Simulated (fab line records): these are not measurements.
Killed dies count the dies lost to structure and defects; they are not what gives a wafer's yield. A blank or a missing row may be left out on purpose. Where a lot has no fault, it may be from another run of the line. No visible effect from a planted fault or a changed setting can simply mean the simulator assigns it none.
Matching of chambers || flow sky130 || cmp-02 running SKY_VIA1_CMP_02: 4 sister chambers
The step polishes SiO2. 8 wafers are shown with their chamber, then 12 later ones without.

## EACH WAFER AND ITS CHAMBER
{"wafer": "L084.1", "chamber": 3, "motor_current_A (A)": 13.9}
{"wafer": "L085.2", "chamber": 0, "motor_current_A (A)": 13.1}
{"wafer": "L085.6", "chamber": 0, "motor_current_A (A)": 12.4}
{"wafer": "L089.2", "chamber": 1, "motor_current_A (A)": 10.7}
{"wafer": "L089.6", "chamber": 1, "motor_current_A (A)": 11.2}
{"wafer": "L090.3", "chamber": 2, "motor_current_A (A)": 11.3}
{"wafer": "L090.5", "chamber": 3, "motor_current_A (A)": 13.4}
{"wafer": "L090.6", "chamber": 2, "motor_current_A (A)": 11.5}

## WAFERS WITHOUT THEIR CHAMBER
{"wafer": "L091.3", "motor_current_A (A)": 10.9}
{"wafer": "L091.4", "motor_current_A (A)": 10.9}
{"wafer": "L091.6", "motor_current_A (A)": 10.4}
{"wafer": "L092.2", "motor_current_A (A)": 12.5}
{"wafer": "L092.4", "motor_current_A (A)": 13.6}
{"wafer": "L092.5", "motor_current_A (A)": 12.6}
{"wafer": "L096.2", "motor_current_A (A)": 13.3}
{"wafer": "L096.3", "motor_current_A (A)": 12.2}
{"wafer": "L096.6", "motor_current_A (A)": 13.7}
{"wafer": "L097.4", "motor_current_A (A)": 11.1}
{"wafer": "L097.5", "motor_current_A (A)": 12.3}
{"wafer": "L097.6", "motor_current_A (A)": 13.9}

## THE CHAMBER EACH PASSED THROUGH
{"wafer": "L091.3", "from the rows above": "can't be placed: 1 or 2", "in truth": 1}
{"wafer": "L091.4", "from the rows above": "can't be placed: 1 or 2", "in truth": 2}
{"wafer": "L091.6", "from the rows above": "can't be placed: 1 or 2", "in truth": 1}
{"wafer": "L092.2", "from the rows above": 0, "in truth": 0}
{"wafer": "L092.4", "from the rows above": 3, "in truth": 3}
{"wafer": "L092.5", "from the rows above": 0, "in truth": 0}
{"wafer": "L096.2", "from the rows above": "can't be placed: 3 or 0", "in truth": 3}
{"wafer": "L096.3", "from the rows above": "can't be placed: 0 or 2 or 1", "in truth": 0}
{"wafer": "L096.6", "from the rows above": 3, "in truth": 3}
{"wafer": "L097.4", "from the rows above": "can't be placed: 1 or 2", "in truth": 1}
{"wafer": "L097.5", "from the rows above": "can't be placed: 0 or 2", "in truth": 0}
{"wafer": "L097.6", "from the rows above": 3, "in truth": 3}
5 of 12 placed correctly. Can't be placed from these rows: 7 (the true chamber is among the candidates in 7). Number placed wrongly: 0.
How it was worked out, from the rows above alone: a wafer's distance from a chamber is the root of the sum, over the readings, of the square of ((its reading less the chamber's mean) divided by the reading's scatter). If the next closest chamber is less than 2 further off than the closest, the wafer can't be placed; otherwise it belongs to the closest. For every chamber, the mean is computed from those of its wafers that are shown. The scatter is the square root of a quotient: the sum, over the shown wafers, of each reading's squared deviation from its chamber's mean, divided by wafers minus chambers.
